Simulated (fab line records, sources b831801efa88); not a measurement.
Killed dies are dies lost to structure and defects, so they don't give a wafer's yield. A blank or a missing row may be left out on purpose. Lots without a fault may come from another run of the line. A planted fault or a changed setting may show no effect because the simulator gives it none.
Split-lot experiment | flow sky130 | 5 lots, 23 wafers read, on a route of 708 steps

THE SPLIT
At SKY_PASSIVATION_ETCH_11 (etches the open film in CF4/O2, stops on AlCu, target depth 725 nm, time 161.1 s), the setting time_s was moved away from the recipe's 161.1 s on 11 of the 23 wafers read, by -6.8% to +13.8%. The other wafers ran this setting at the recipe's value.

The reading is taken at the split's own step.

THE READING
coat_of_PASSIVATION_COAT_06.thk_nm (the simulator's own value, which no gauge read), in nm, at SKY_PASSIVATION_ETCH_11 (etches the open film in CF4/O2, stops on AlCu, target depth 725 nm, time 161.1 s). The file gives no usual value for it. The 12 wafers here that ran the recipe average 2522 nm, standard deviation 5.8 nm.

wafer  | tool, chamber at the split | time_s as run, s | against the recipe | coat_of_PASSIVATION_COAT_06.thk_nm, nm | against lot-mates on the recipe
L074.1 | rie_diel-04, 1             | 183.4            | +13.8%             | 2462                                   | -61
L074.2 | rie_diel-04, 2             | 161.1            | recipe             | 2516                                   | -
L074.3 | rie_diel-04, 0             | 161.1            | recipe             | 2533                                   | -
L074.4 | rie_diel-04, 3             | 161.1            | recipe             | 2520                                   | -
L074.6 | rie_diel-04, 2             | 183.4            | +13.8%             | 2459                                   | -64
L077.1 | rie_diel-03, 0             | 161.1            | recipe             | 2525                                   | -
L077.2 | rie_diel-03, 2             | 150.2            | -6.8%              | 2557                                   | +30
L077.4 | rie_diel-03, 3             | 150.2            | -6.8%              | 2547                                   | +20
L077.5 | rie_diel-03, 2             | 150.2            | -6.8%              | 2554                                   | +28
L077.6 | rie_diel-03, 1             | 161.1            | recipe             | 2528                                   | -
L081.1 | rie_diel-01, 2             | 173.2            | +7.5%              | 2494                                   | -28
L081.2 | rie_diel-01, 0             | 173.2            | +7.5%              | 2489                                   | -34
L081.3 | rie_diel-01, 1             | 161.1            | recipe             | 2514                                   | -
L081.4 | rie_diel-01, 3             | 161.1            | recipe             | 2531                                   | -
L081.5 | rie_diel-01, 2             | 173.2            | +7.5%              | 2490                                   | -32
L084.2 | rie_diel-04, 2             | 150.4            | -6.6%              | 2555                                   | +37
L084.3 | rie_diel-04, 3             | 161.1            | recipe             | 2520                                   | -
L084.4 | rie_diel-04, 0             | 150.4            | -6.6%              | 2546                                   | +28
L084.5 | rie_diel-04, 2             | 150.4            | -6.6%              | 2543                                   | +25
L084.6 | rie_diel-04, 1             | 161.1            | recipe             | 2516                                   | -
L085.1 | rie_diel-03, 1,3           | 161.1            | recipe             | 2521                                   | -
L085.3 | rie_diel-03, 1,3           | 161.1            | recipe             | 2521                                   | -
L085.6 | rie_diel-03, 1             | 161.1            | recipe             | 2518                                   | -
Where a row lists several chambers, the file gives one row for several wafers and doesn't say which wafer went through which chamber.

THE FIT
A straight line over all 23 wafers: coat_of_PASSIVATION_COAT_06.thk_nm changes by -4.31 nm for each +1% of time_s; r = -0.98; the points scatter about the line by 5.3 nm.
The same after taking each lot's own level away (the mean of its wafers on the recipe; 23 wafers): -4.34 nm for each +1%; r = -0.98; scatter 5 nm.
On that fit, the largest move of time_s shifts the reading by 60 nm.
The lots' own levels span 2518.0 to 2526.5 nm, that is 1.5 times the standard deviation above.
So the lot-to-lot level changes the slope little: the two slopes agree.
Check: with one of the wafers moved furthest among these (+13.8%) left out of the fit, the line predicts -60.1 nm for it against its lot-mates. It came out at -61 nm against them.

OTHER SPLITS ON THESE WAFERS
These wafers also went through other splits before the reading. Each is held against what the fit with the lots' levels taken away leaves over:
other split on the same wafers | wafers away from the commonest value | r with coat_of_PASSIVATION_COAT_06.thk_nm (lot level and that fit taken away)
SKY_VIA4_CVD_18 temp_c         | 8                                    | -0.09
SKY_METAL5_SPUTTER_03 time_s   | 10                                   | +0.38

THE WHOLE CHAIN: every reading that the file lists as answering this split, in the file's order
step                     | what it does                                                                     | reading                                                                             | change (the file's fit)              | r (the file's)
SKY_PASSIVATION_ETCH_11  | etches the open film in CF4/O2, stops on AlCu, target depth 725 nm, time 161.1 s | coat_of_PASSIVATION_COAT_06.thk_nm (the simulator's own value, which no gauge read) | -4.4 nm for each +1% of the setting  | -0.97
SKY_PASSIVATION_STRIP_12 | strips in O2/N2                                                                  | strip_time_to_endpoint_s                                                            | withheld for each +1% of the setting | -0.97

THE FILE'S OWN FIT
coat_of_PASSIVATION_COAT_06.thk_nm changes by -4.4 nm for each +1% of time_s, r = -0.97.
